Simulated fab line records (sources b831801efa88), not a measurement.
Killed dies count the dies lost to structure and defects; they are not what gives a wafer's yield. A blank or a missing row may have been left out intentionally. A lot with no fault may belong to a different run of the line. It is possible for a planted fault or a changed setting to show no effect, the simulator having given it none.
fab line records	flow sky130
[record] lots = 10	wafers = 30	lastDay = 49
route steps=708 shown FIELD_ISO@17 CAPM@551 PAD_OPEN@708
lots that met no fault: from a run of the same line without faults
startH: start of the lot's first displayed wafer, in hours after the record's first day	waitH: hours since the lot's step before	" repeats the value in the row above	L1.1+2: a row that stands for several wafers	- either no value or no given start	* or withheld: withheld	< > ~ a bound
route shown NAME@n: a module of which the file shows steps, and the number in the route of the first	usual: the fault-free wafers' mean and standard deviation	same: alike in all rows	chamber/n: place in a boat	sites: per-site readings	_std_site: the values' standard deviation	_edge_site: the outer-site mean with the inner-site mean subtracted	radiusMm: for every site, how far away it sits from the centre of the wafer	mask NAME#n: copy n	behind: the most recent tool/chamber to have shaped the wafer	hold: why the lot was held/for how many hours/how that ended	device: which transistor (n, p or np) failed to switch	end of line: at the end of the route, the tests of the same wafers	a step without rows: its recipe alone	killed: at the first sort, the dies lost to defects and structure; wafer yield is something else	map: shows each die of a wafer: x if killed, . if not, _ if none is there
set.NAME: the setting the step ran with; set.NAME@STEP: the setting that earlier step ran with	model.NAME: the simulator's own value behind a step, which no gauge read
the route's steps for a sample of lots (tables are steps, rows are wafers)
services: from which hour (startH, from the record's first day; less than 0 if before it) a tool's chamber was out of use, for how many hours, and why
[[steps]]
[step SKY_FIELD_ISO_STRIP_16]
[recipe] chemistry = O2/N2	powerW = 1400	pressureMtorr = 1500	platenTempC = withheld	o2FlowSccm = 3000	n2FlowSccm = 300	overashFraction = 0.5
[usual] chamberPressureMTorr = 1500.0/1.5	drypumpMotorCurrentA = 6.1/0.41	oesProductAu = 0.378/0.0056	stripTimeToEndpointS = 3.54/0.055
lot.wafer	tool	chamber	startH	waitH	chamberPressureMTorr	drypumpMotorCurrentA	oesProductAu	rfHoursCounterH	stripTimeToEndpointS
L783.2	plasmaAsher-04	1	29.51	0.0	1500.1	6.3	0.385	35	3.54
L783.3	"	1	"	"	1502.3	6.3	0.372	-	3.51
L783.6	"	1	"	"	1499.4	6.3	0.384	-	3.54
L784.2	plasmaAsher-02	0	35.96	0.0	1498.1	5.6	0.370	35	3.57
L784.4	"	1	"	"	1500.5	5.6	0.381	-	3.63
L784.5	"	1	"	"	1498.3	5.7	0.376	-	3.51
L785.2	plasmaAsher-03	0	38.15	0.0	1499.5	5.7	0.373	34	3.51
L785.3	"	0	"	"	1500.1	5.7	0.380	-	3.57
L785.6	"	0	"	"	1498.7	5.7	0.377	-	3.52
L787.1	plasmaAsher-03	1	50.91	0.0	1500.7	6.7	0.384	35	3.50
L787.2	"	0	"	"	1500.6	5.7	0.384	35	3.56
L787.3	"	0	"	"	1501.3	5.7	0.379	-	3.55
L789.4	plasmaAsher-03	0	59.49	0.1	1501.1	5.7	0.365	-	3.45
L789.5	"	1	"	"	1500.0	6.7	0.382	-	3.65
L789.6	"	0	"	"	1498.5	5.8	0.383	-	3.60
L790.1	plasmaAsher-03	0	66.90	0.0	1502.1	5.7	0.381	37	3.47
L790.2	"	1	"	"	1500.7	6.6	0.370	37	3.48
L790.3	"	0	"	"	1499.8	5.7	0.369	-	3.51
L792.2	plasmaAsher-03	0	76.70	0.0	1501.7	5.7	0.385	38	3.56
L792.4	"	1	"	"	1501.8	6.7	0.379	-	3.54
L792.6	"	0	"	"	1501.0	5.8	0.391	-	3.64
L794.1	plasmaAsher-04	1	87.61	0.0	1500.8	6.3	0.372	39	3.42
L794.4	"	0	"	"	1500.9	6.3	0.376	-	3.57
L794.6	"	1	"	"	1501.1	6.3	0.372	-	3.57
L801.1	plasmaAsher-04	0	122.65	0.0	1500.0	6.2	0.371	43	3.52
L801.2	"	1	"	"	1499.6	6.3	0.374	43	3.50
L801.4	"	1	"	"	1499.4	6.3	0.375	-	3.53
L802.1	plasmaAsher-03	0	129.80	0.0	1499.7	5.7	0.371	44	3.53
L802.5	"	1	"	"	1499.2	6.7	0.373	-	3.54
L802.6	"	0	"	"	1499.5	5.7	0.374	-	3.55
[step SKY_FIELD_ISO_ETCH_17]
[recipe] targetDepthA = 3420	maskMaterial = Si3N4	chemistry = HBr/Cl2/O2	target = Si	taperDeg = 5	icpW = 600	biasW = 150	pressureMtorr = 15	HBr_flow_sccm = 150	Cl2_flow_sccm = 40	O2_flow_sccm = 6	timeS = 97.7
[usual] HBr_flow_sccm = 150.0/0.47	biasW = 150.0/0.44	chamberPressureMTorr = 14.999/0.013	drypumpMotorCurrentA = 5.7/0.52	oesProductAu = 1.000/0.014	throttleValvePct = 25.657/0.012
lot.wafer	tool	chamber	startH	waitH	HBr_flow_sccm	biasW	chamberPressureMTorr	drypumpMotorCurrentA	oesProductAu	rfHoursCounterH	throttleValvePct
L783.2	rieSi-01	2	29.61	0.1	149.8	149.7	15.000	6.6	0.993	2	25.655
L783.3	"	3	"	"	149.8	150.8	15.001	5.3	0.990	79	25.667
L783.6	"	3	"	"	149.0	150.5	14.992	5.3	1.009	-	25.666
L784.2	rieSi-01	2	36.06	0.1	149.5	149.8	14.984	6.6	0.993	2	25.667
L784.4	"	0	"	"	149.7	149.7	14.994	5.1	1.017	3	25.653
L784.5	"	3	"	"	150.5	149.6	15.013	5.3	1.000	-	25.665
L785.2	rieSi-02	2	38.25	0.1	149.0	150.6	14.994	5.4	0.974	9	25.681
L785.3	"	0	"	"	150.5	150.1	15.008	5.7	0.978	2	25.667
L785.6	"	2	"	"	149.4	150.3	14.987	5.4	0.979	-	25.682
L787.1	rieSi-01	0	51.01	0.1	150.0	150.0	15.008	5.2	1.011	3	25.638
L787.2	"	3	"	"	149.4	151.1	15.003	5.3	1.007	79	25.642
L787.3	"	2	"	"	149.1	150.0	15.003	6.6	0.990	2	25.660
L789.4	rieSi-01	2	59.55	0.0	148.9	150.1	15.004	6.6	1.008	2	25.655
L789.5	"	1	"	"	150.1	149.7	14.999	5.7	0.988	-	25.656
L789.6	"	2	"	"	150.1	150.2	15.002	6.6	1.017	-	25.639
L790.1	rieSi-01	0	67.00	0.1	150.0	149.6	15.005	5.2	1.023	3	25.641
L790.2	"	3	"	"	150.3	149.9	15.001	5.3	0.998	79	25.672
L790.3	"	1	"	"	150.9	149.6	15.008	5.7	0.993	43	25.661
L792.2	rieSi-01	1	76.80	0.1	149.4	150.3	14.982	5.8	0.988	43	25.659
L792.4	"	0	"	"	149.4	150.3	14.972	5.2	1.018	-	25.635
L792.6	"	1	"	"	149.9	150.0	14.980	5.7	0.996	-	25.642
L794.1	rieSi-02	3	87.71	0.1	150.2	149.6	14.994	6.8	1.014	137	25.655
L794.4	"	0	"	"	149.7	150.1	14.992	5.7	0.991	2	25.662
L794.6	"	1	"	"	149.6	149.9	15.008	5.5	0.997	-	25.660
L801.1	rieSi-01	1	122.75	0.1	149.9	150.4	15.000	5.7	1.006	44	25.642
L801.2	"	0	"	"	149.6	150.2	14.995	5.2	1.025	4	25.649
L801.4	"	2	"	"	150.9	149.6	15.001	6.6	0.997	3	25.655
L802.1	rieSi-01	1	129.90	0.1	150.2	150.1	15.007	5.7	0.998	44	25.654
L802.5	"	0	"	"	150.4	150.3	15.008	5.2	1.013	-	25.632
L802.6	"	1	"	"	150.1	149.6	15.005	5.7	1.006	-	25.660
[step SKY_FIELD_ISO_CMP_27]
[recipe] stopOn = Si3N4	tOverpolishS = 16	downForcePsi = 4	platenRpm = 60	targetThkNm = 457.8	padVelocityMS = 0.94248
[usual] motorCurrentA = 12.4/1.1	overpolishRunS = 16.000/0.0089	timeToEndpointS = 108/5.9
lot.wafer	tool	chamber	startH	waitH	motorCurrentA	overpolishRunS	timeToEndpointS
L783.2	cmp-01	0	34.49	0.1	11.6	15.976	102
L783.3	"	2	"	"	11.6	16.001	117
L783.6	"	3	"	"	11.1	15.994	109
L784.2	cmp-01	3	39.60	0.1	11.2	16.003	105
L784.4	"	0	"	"	11.5	16.011	100
L784.5	"	2	"	"	11.7	16.015	113
L785.3	cmp-02	0	41.46	0.0	14.0	16.007	116
L785.2	"	3	"	"	12.9	16.005	115
L785.6	"	0	"	"	13.6	16.002	115
L787.3	cmp-02	0	56.63	0.1	14.2	15.995	114
L787.1	"	1	"	"	11.1	15.994	108
L787.2	"	2	"	"	12.7	15.995	104
L789.4	cmp-02	0	63.33	0.1	13.2	15.984	112
L789.5	"	1	"	"	11.9	16.015	103
L789.6	"	2	"	"	12.2	15.981	102
L790.2	cmp-01	0	70.21	0.0	12.1	15.996	100
L790.3	"	1	"	"	14.3	16.010	106
L790.1	"	3	"	"	11.3	15.999	107
L792.2	cmp-01	3	80.11	0.1	11.6	16.002	105
L792.4	"	0	"	"	11.7	16.003	100
L792.6	"	1	"	"	13.9	15.992	104
L794.4	cmp-01	1	93.15	0.0	14.2	16.008	103
L794.1	"	3	"	"	10.8	16.009	107
L794.6	"	2	"	"	11.1	15.998	119
L801.4	cmp-01	1	127.05	0.0	14.2	15.994	107
L801.2	"	2	"	"	11.3	16.002	121
L801.1	"	0	"	"	10.9	15.988	105
L802.1	cmp-01	0	135.75	0.1	11.5	16.002	101
L802.6	"	3	"	"	11.3	15.992	106
L802.5	"	0	"	"	11.2	16.009	103
[step SKY_CAPM_STRIP_14]
[recipe] chemistry = O2/N2	powerW = 1400	pressureMtorr = 1500	platenTempC = withheld	o2FlowSccm = 3000	n2FlowSccm = 300	overashFraction = 0.5
[usual] chamberPressureMTorr = 1500.1/1.3	drypumpMotorCurrentA = 5.7/0.43	oesProductAu = 0.710/0.0046	stripTimeToEndpointS = 12.63/0.05
lot.wafer	tool	chamber	startH	waitH	chamberPressureMTorr	drypumpMotorCurrentA	oesProductAu	rfHoursCounterH	stripTimeToEndpointS
L783.2	plasmaAsher-03	0	875.80	0.1	1500.2	5.7	0.707	44	12.63
L783.3	"	1	"	"	1500.6	6.7	0.703	-	12.63
L783.6	"	1	"	"	1501.4	6.7	0.714	-	12.70
L784.2	plasmaAsher-01	0	885.15	0.1	1501.0	5.2	0.709	112	12.61
L784.4	"	1	"	"	1500.9	5.4	0.704	-	12.58
L784.5	"	1	"	"	1499.8	5.4	0.718	-	12.62
L785.2	plasmaAsher-02	1	894.45	0.1	1499.4	5.6	0.717	64	12.65
L785.3	"	0	"	"	1500.3	5.6	0.717	-	12.63
L785.6	"	0	"	"	1500.1	5.6	0.713	-	12.67
L787.1	plasmaAsher-03	0	915.67	0.1	1500.0	5.7	0.714	49	12.68
L787.2	"	1	"	"	1498.1	6.7	0.708	49	12.68
L787.3	"	1	"	"	1501.6	6.7	0.715	-	12.66
L789.4	plasmaAsher-03	0	924.09	0.1	1500.1	5.7	0.706	-	12.60
L789.5	"	0	"	"	1498.7	5.7	0.717	-	12.57
L789.6	"	1	"	"	1500.3	6.7	0.714	-	12.63
L790.1	plasmaAsher-03	0	932.50	0.1	1502.0	5.7	0.714	52	12.67
L790.2	"	1	"	"	1501.7	6.7	0.710	52	12.64
L790.3	"	1	"	"	1501.2	6.7	0.701	-	12.63
L792.2	plasmaAsher-02	0	945.15	0.1	1501.1	5.6	0.708	70	12.58
L792.4	"	0	"	"	1500.0	5.6	0.710	-	12.55
L792.6	"	1	"	"	1499.4	5.6	0.708	-	12.62
L794.1	plasmaAsher-01	1	962.60	0.1	1499.5	5.5	0.716	121	12.57
L794.4	"	0	"	"	1499.1	5.3	0.717	-	12.54
L794.6	"	0	"	"	1498.5	5.3	0.718	-	12.63
L801.1	plasmaAsher-01	0	1011.70	0.1	1499.8	5.3	0.709	127	12.64
L801.2	"	1	"	"	1501.1	5.5	0.703	127	12.75
L801.4	"	1	"	"	1500.1	5.5	0.710	-	12.70
L802.1	plasmaAsher-02	0	1021.85	0.1	1501.1	5.6	0.702	78	12.54
L802.5	"	0	"	"	1499.7	5.6	0.713	-	12.61
L802.6	"	1	"	"	1500.8	5.6	0.713	-	12.55
[step SKY_PAD_OPEN_PROBE_99]
[usual] defectLimitedYield = 82.6/1.9	killed_at_M0_to_M3 = 42/7	killed_at_M4_up = 3.2/1.6	killedAtContacts = 24/5.8	killedAtFrontEnd = 16/4.3	killedAtOther = 0.3/0.62	killedDies = 86/9.5	killedOpen = 46/6.4	killedShort = 39/6.3	sort_bin_3_pad_short = 0.9/0.43	sort_bin_5_function = 10.5/1.4	sort_bin_6_memory = 6.1/1.2	sortNPass = 406/9.5	sortYieldPct = 82.6/1.9
[same] grossDies = 492	killedAtBackSide = 0	sort_bin_4_leakage[%] = 0	sort_bin_8_speed[%] = 0
lot.wafer	tool	chamber	startH	waitH	defectLimitedYield[%]	killed_at_M0_to_M3	killed_at_M4_up	killedAtContacts	killedAtFrontEnd	killedAtOther	killedDies	killedOpen	killedShort	sort_bin_3_pad_short[%]	sort_bin_5_function[%]	sort_bin_6_memory[%]	sortNPass	sortYieldPct[%]
L783.2	prober-02	-	1077.56	0.1	85.4	36	1	20	15	0	72	44	28	0.4	8.7	5.5	420	85.4
L783.3	prober-02	-	1077.61	0.2	83.5	42	2	22	15	0	81	41	40	1.0	11.2	4.3	411	83.5
L783.6	prober-02	-	1077.76	0.2	81.3	43	4	26	19	0	92	52	40	1.0	11.6	6.1	400	81.3
L784.2	prober-01	-	1084.50	0.1	84.1	36	3	25	13	1	78	49	29	0.4	9.1	6.3	414	84.1
L784.4	prober-01	-	1084.60	0.2	82.9	45	2	27	10	0	84	41	43	1.0	11.8	4.3	408	82.9
L784.5	prober-01	-	1084.65	0.2	82.9	34	2	22	26	0	84	44	39	0.4	11.4	5.3	408	82.9
L785.2	prober-02	-	1092.11	0.1	83.1	43	3	23	14	0	83	49	34	0.2	11.8	4.9	409	83.1
L785.3	prober-02	-	1092.16	0.2	84.1	48	3	21	6	0	78	38	40	1.2	9.8	4.9	414	84.1
L785.6	prober-02	-	1092.31	0.2	81.1	40	2	36	15	0	93	49	44	0.6	11.4	6.9	399	81.1
L787.1	prober-02	-	1107.41	0.1	80.9	53	5	21	14	1	94	46	47	1.8	10.6	6.7	398	80.9
L787.2	prober-02	-	1107.46	0.1	81.1	54	5	20	13	1	93	52	39	1.0	10.2	7.7	399	81.1
L787.3	prober-02	-	1107.51	0.2	82.7	39	1	27	18	0	85	38	47	1.2	10.4	5.7	407	82.7
L789.4	prober-01	-	1114.53	0.2	81.5	43	5	28	14	1	91	47	44	1.8	9.8	6.9	401	81.5
L789.5	prober-01	-	1114.58	0.2	83.9	30	2	25	21	1	79	42	36	1.4	8.9	5.7	413	83.9
L789.6	prober-01	-	1114.63	0.2	79.9	38	7	33	21	0	99	53	44	0.8	10.4	8.9	393	79.9
L790.1	prober-01	-	1121.70	0.1	80.3	44	5	31	17	0	97	55	42	1.2	12.4	6.1	395	80.3
L790.2	prober-01	-	1121.75	0.1	86.0	35	5	20	9	0	69	39	29	1.0	8.5	4.5	423	86.0
L790.3	prober-01	-	1121.80	0.2	85.2	34	2	25	12	0	73	41	31	0.4	9.8	4.7	419	85.2
L792.2	prober-02	-	1133.02	0.1	82.9	44	4	23	12	1	84	41	43	0.4	8.1	8.5	408	82.9
L792.4	prober-02	-	1133.12	0.2	82.3	47	4	22	14	0	87	42	45	0.8	10.4	6.5	405	82.3
L792.6	prober-02	-	1133.22	0.2	81.5	44	2	30	14	1	91	57	34	1.4	11.2	5.9	401	81.5
L794.1	prober-01	-	1147.64	0.1	81.1	51	4	18	20	0	93	47	46	0.8	12.2	5.9	399	81.1
L794.4	prober-01	-	1147.79	0.2	82.5	45	3	24	12	2	86	48	37	0.4	10.6	6.5	406	82.5
L794.6	prober-01	-	1147.89	0.2	79.1	54	2	27	20	0	103	58	45	0.8	12.6	7.5	389	79.1
L801.1	prober-02	-	1183.32	0.1	81.5	52	2	27	10	0	91	60	31	0.8	10.2	7.5	401	81.5
L801.2	prober-02	-	1183.37	0.1	74.2	37	5	19	12	54	127	40	34	2.6	16.9	6.3	365	74.2
L801.4	prober-02	-	1183.47	0.2	73.2	34	5	18	21	54	132	41	36	2.0	16.3	8.5	360	73.2
L802.1	prober-01	-	1187.17	0.1	82.3	36	6	31	14	0	87	48	39	0.2	10.6	6.9	405	82.3
L802.5	prober-01	-	1187.37	0.2	82.7	42	4	25	14	0	85	49	36	0.4	9.8	7.1	407	82.7
L802.6	prober-01	-	1187.42	0.2	83.1	39	1	20	23	0	83	49	34	1.0	9.8	6.1	409	83.1
// killed by level:class
L783.2 VIA2:geometricParticle:open=10 CONTACT:geometricParticle:open=8 VIA1:geometricParticle:open=8 VIA3:geometricParticle:open=5 CONTACT:geometricParticle:short=5 FIELD_ISO:geometricParticle:open=4 FIELD_ISO:geometricParticle:short=3 SPACER:geometricParticle:short=3
L783.3 VIA3:geometricParticle:open=9 CONTACT:geometricParticle:open=8 VIA2:geometricParticle:open=6 VIA2:geometricParticle:short=6 POLY_GATE:geometricParticle:short=5 LI_CONTACT:geometricParticle:open=5 CONTACT:geometricParticle:short=4 VIA3:geometricParticle:short=4
L783.6 VIA1:geometricParticle:open=15 CONTACT:geometricParticle:open=12 VIA2:geometricParticle:open=8 POLY_GATE:geometricParticle:open=7 FIELD_ISO:geometricParticle:short=5 LI_CONTACT:geometricParticle:open=4 POLY_GATE:geometricParticle:short=4 LI_CONTACT:geometricParticle:short=4
L784.2 CONTACT:geometricParticle:open=10 VIA1:geometricParticle:open=7 VIA2:geometricParticle:open=7 LI_CONTACT:geometricParticle:open=6 VIA3:geometricParticle:open=6 FIELD_ISO:geometricParticle:open=5 LI_CONTACT:geometricParticle:short=4 FIELD_ISO:geometricParticle:short=3
L784.4 CONTACT:geometricParticle:short=10 VIA1:geometricParticle:open=10 CONTACT:geometricParticle:open=7 METAL1:geometricParticle:short=7 METAL2:geometricParticle:short=6 LI_CONTACT:geometricParticle:open=5 VIA3:geometricParticle:open=5 VIA2:geometricParticle:open=5
L784.5 VIA1:geometricParticle:open=8 VIA2:geometricParticle:open=8 SPACER:geometricParticle:short=5 LI_CONTACT:geometricParticle:open=5 LOCAL_INTERCONNECT:geometricParticle:short=5 CONTACT:geometricParticle:open=5 POLY_GATE:geometricParticle:short=4 POLY_GATE:geometricParticle:open=4
L785.2 VIA1:geometricParticle:open=13 CONTACT:geometricParticle:open=10 VIA2:geometricParticle:open=8 CONTACT:geometricParticle:short=6 METAL1:geometricParticle:short=5 POLY_GATE:geometricParticle:short=4 LI_CONTACT:geometricParticle:open=4 VIA3:geometricParticle:short=4
L785.3 VIA1:geometricParticle:open=13 VIA2:geometricParticle:open=7 VIA3:geometricParticle:short=6 CONTACT:geometricParticle:open=6 LOCAL_INTERCONNECT:geometricParticle:short=5 CONTACT:geometricParticle:short=5 VIA1:geometricParticle:short=5 LI_CONTACT:geometricParticle:open=4
L785.6 LOCAL_INTERCONNECT:geometricParticle:short=10 CONTACT:geometricParticle:open=9 VIA2:geometricParticle:open=7 LI_CONTACT:geometricParticle:open=6 CONTACT:geometricParticle:short=6 VIA3:geometricParticle:open=6 METAL1:geometricParticle:short=5 VIA1:geometricParticle:short=5
L787.1 VIA1:geometricParticle:open=13 CONTACT:geometricParticle:open=7 METAL1:geometricParticle:short=7 VIA2:geometricParticle:open=7 VIA3:geometricParticle:short=5 LI_CONTACT:geometricParticle:open=5 METAL2:geometricParticle:short=5 VIA3:geometricParticle:open=5
L787.2 VIA1:geometricParticle:open=14 LI_CONTACT:geometricParticle:open=9 VIA3:geometricParticle:open=8 METAL1:geometricParticle:short=6 METAL2:geometricParticle:short=6 VIA2:geometricParticle:open=6 FIELD_ISO:geometricParticle:open=5 CONTACT:geometricParticle:short=4
L787.3 CONTACT:geometricParticle:short=9 VIA3:geometricParticle:open=8 FIELD_ISO:geometricParticle:short=7 LI_CONTACT:geometricParticle:open=6 CONTACT:geometricParticle:open=6 VIA1:geometricParticle:open=6 POLY_GATE:geometricParticle:short=5 VIA2:geometricParticle:open=5
L789.4 CONTACT:geometricParticle:open=12 VIA1:geometricParticle:open=10 METAL2:geometricParticle:short=9 METAL1:geometricParticle:short=6 LI_CONTACT:geometricParticle:open=5 CONTACT:geometricParticle:short=5 VIA1:geometricParticle:short=5 FIELD_ISO:geometricParticle:open=4
L789.5 VIA1:geometricParticle:open=11 POLY_GATE:geometricParticle:open=8 CONTACT:geometricParticle:open=8 VIA1:geometricParticle:short=7 CONTACT:geometricParticle:short=6 LOCAL_INTERCONNECT:geometricParticle:short=5 FIELD_ISO:geometricParticle:short=4 LI_CONTACT:geometricParticle:open=4
L789.6 CONTACT:geometricParticle:open=14 VIA3:geometricParticle:open=8 LI_CONTACT:geometricParticle:open=7 VIA1:geometricParticle:open=7 LOCAL_INTERCONNECT:geometricParticle:short=6 POLY_GATE:geometricParticle:short=5 METAL4:geometricParticle:short=5 METAL2:geometricParticle:short=5
L790.1 LOCAL_INTERCONNECT:geometricParticle:short=10 VIA3:geometricParticle:open=9 VIA2:geometricParticle:open=9 CONTACT:geometricParticle:open=8 VIA1:geometricParticle:open=7 POLY_GATE:geometricParticle:open=6 LI_CONTACT:geometricParticle:open=6 CONTACT:geometricParticle:short=5
L790.2 VIA2:geometricParticle:open=12 LI_CONTACT:geometricParticle:open=6 CONTACT:geometricParticle:open=6 METAL4:geometricParticle:short=5 METAL2:geometricParticle:short=4 VIA3:geometricParticle:open=4 POLY_GATE:geometricParticle:open=3 LOCAL_INTERCONNECT:geometricParticle:short=3
L790.3 LI_CONTACT:geometricParticle:open=10 METAL2:geometricParticle:short=7 CONTACT:geometricParticle:open=6 VIA1:geometricParticle:open=6 VIA2:geometricParticle:open=5 POLY_GATE:geometricParticle:open=4 METAL3:geometricParticle:short=4 VIA1:geometricParticle:short=3
L792.2 VIA3:geometricParticle:open=8 LI_CONTACT:geometricParticle:open=7 VIA2:geometricParticle:open=7 METAL1:geometricParticle:short=6 CONTACT:geometricParticle:open=6 CONTACT:geometricParticle:short=6 METAL2:geometricParticle:short=6 FIELD_ISO:geometricParticle:short=4
L792.4 LI_CONTACT:geometricParticle:open=8 VIA1:geometricParticle:open=7 FIELD_ISO:geometricParticle:open=6 VIA2:geometricParticle:short=6 METAL1:geometricParticle:short=6 CONTACT:geometricParticle:short=4 CONTACT:geometricParticle:open=4 VIA1:geometricParticle:short=4
L792.6 CONTACT:geometricParticle:open=13 VIA1:geometricParticle:open=13 VIA2:geometricParticle:open=9 LI_CONTACT:geometricParticle:open=7 CONTACT:geometricParticle:short=5 VIA2:geometricParticle:short=5 FIELD_ISO:geometricParticle:open=4 METAL2:geometricParticle:short=4
L794.1 CONTACT:geometricParticle:open=9 VIA1:geometricParticle:open=9 VIA3:geometricParticle:open=8 METAL1:geometricParticle:short=7 POLY_GATE:geometricParticle:short=6 METAL2:geometricParticle:short=6 VIA2:geometricParticle:open=6 POLY_GATE:geometricParticle:open=5
L794.4 CONTACT:geometricParticle:open=9 VIA1:geometricParticle:short=8 VIA1:geometricParticle:open=7 VIA2:geometricParticle:open=6 VIA3:geometricParticle:open=6 LI_CONTACT:geometricParticle:open=5 FIELD_ISO:geometricParticle:open=4 LOCAL_INTERCONNECT:geometricParticle:short=4
L794.6 VIA2:geometricParticle:open=10 FIELD_ISO:geometricParticle:open=9 CONTACT:geometricParticle:open=9 VIA3:geometricParticle:open=9 LI_CONTACT:geometricParticle:open=8 METAL2:geometricParticle:short=8 VIA1:geometricParticle:open=8 VIA2:geometricParticle:short=6
L801.1 VIA1:geometricParticle:open=15 VIA3:geometricParticle:open=13 CONTACT:geometricParticle:open=11 CONTACT:geometricParticle:short=6 METAL1:geometricParticle:short=5 LI_CONTACT:geometricParticle:open=4 METAL2:geometricParticle:short=4 VIA2:geometricParticle:open=4
L801.2 CAPM:unspecified=53 CONTACT:geometricParticle:open=9 VIA1:geometricParticle:open=6 METAL2:geometricParticle:short=5 METAL1:geometricParticle:short=5 POLY_GATE:geometricParticle:short=4 CONTACT:geometricParticle:short=4 VIA2:geometricParticle:open=4
L801.4 CAPM:unspecified=54 VIA1:geometricParticle:open=8 CONTACT:geometricParticle:open=7 VIA1:geometricParticle:short=6 FIELD_ISO:geometricParticle:open=5 POLY_GATE:geometricParticle:open=5 FIELD_ISO:geometricParticle:short=4 POLY_GATE:geometricParticle:short=4
L802.1 CONTACT:geometricParticle:open=13 LI_CONTACT:geometricParticle:open=8 VIA1:geometricParticle:open=8 METAL2:geometricParticle:short=5 VIA2:geometricParticle:open=5 FIELD_ISO:geometricParticle:open=4 FIELD_ISO:geometricParticle:short=4 VIA2:geometricParticle:short=4
L802.5 LI_CONTACT:geometricParticle:open=12 VIA1:geometricParticle:open=10 METAL2:geometricParticle:short=7 VIA3:geometricParticle:open=7 CONTACT:geometricParticle:short=5 POLY_GATE:geometricParticle:open=4 CONTACT:geometricParticle:open=4 VIA1:geometricParticle:short=4
L802.6 VIA1:geometricParticle:open=11 FIELD_ISO:geometricParticle:open=9 CONTACT:geometricParticle:open=7 VIA2:geometricParticle:open=6 CONTACT:geometricParticle:short=5 VIA1:geometricParticle:short=5 POLY_GATE:geometricParticle:open=4 LOCAL_INTERCONNECT:geometricParticle:short=4
[[services]]
tool	chamber	startH	hours	kind
cmp-01	-	37.46	1.3	repair
rieSi-01	3	68.90	3.6	repair
rieSi-01	3	73.93	7.4	repair
rieSi-01	2	79.30	9.5	repair
plasmaAsher-03	-	136.37	2.6	repair
rieSi-01	1	153.79	0.9	repair
rieSi-01	3	188.00	10.7	repair
rieSi-01	2	259.08	4.0	repair
rieSi-01	-	294.83	2.1	repair
rieSi-01	1	356.11	1.7	repair
rieSi-01	1	379.13	20.8	repair
plasmaAsher-03	-	421.25	9.0	pm
plasmaAsher-03	-	447.05	6.5	repair
rieSi-01	1	495.56	3.8	repair
rieSi-01	0	549.87	9.1	repair
rieSi-01	1	573.88	2.6	repair
rieSi-01	-	622.92	0.6	repair
rieSi-01	0	630.21	4.3	repair
plasmaAsher-03	-	664.79	3.2	repair
rieSi-01	-	725.77	0.2	repair
rieSi-01	1	937.80	6.3	repair
rieSi-01	0	953.42	3.7	repair
rieSi-01	2	995.54	10.2	repair
plasmaAsher-03	-	997.20	2.8	pm
[[key]]
[firstSign] step = SKY_PAD_OPEN_PROBE_99	reading = killedAtOther	direction = up	sigmas = 54	usual = 0.3	struck = 54
[effect] step = SKY_PAD_OPEN_PROBE_99	reading = killedDies	direction = up	sigmas = 4.6	usual = 86	struck = 130
metAt SKY_CAPM_STRIP_14
struckLots L801
struckWafers L801.2,L801.4
notActingAt SKY_FIELD_ISO_STRIP_16,SKY_FIELD_ISO_ETCH_17,SKY_FIELD_ISO_CMP_27
onsetBetween 962.60 1011.70
[fault] kind = chamberParticleSource	tool = plasmaAsher-01	chamber = 1	onsetH = 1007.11	steps = SKY_CAPM_STRIP_14	ratePerVisitCm2 = 0.80469	endH = 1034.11
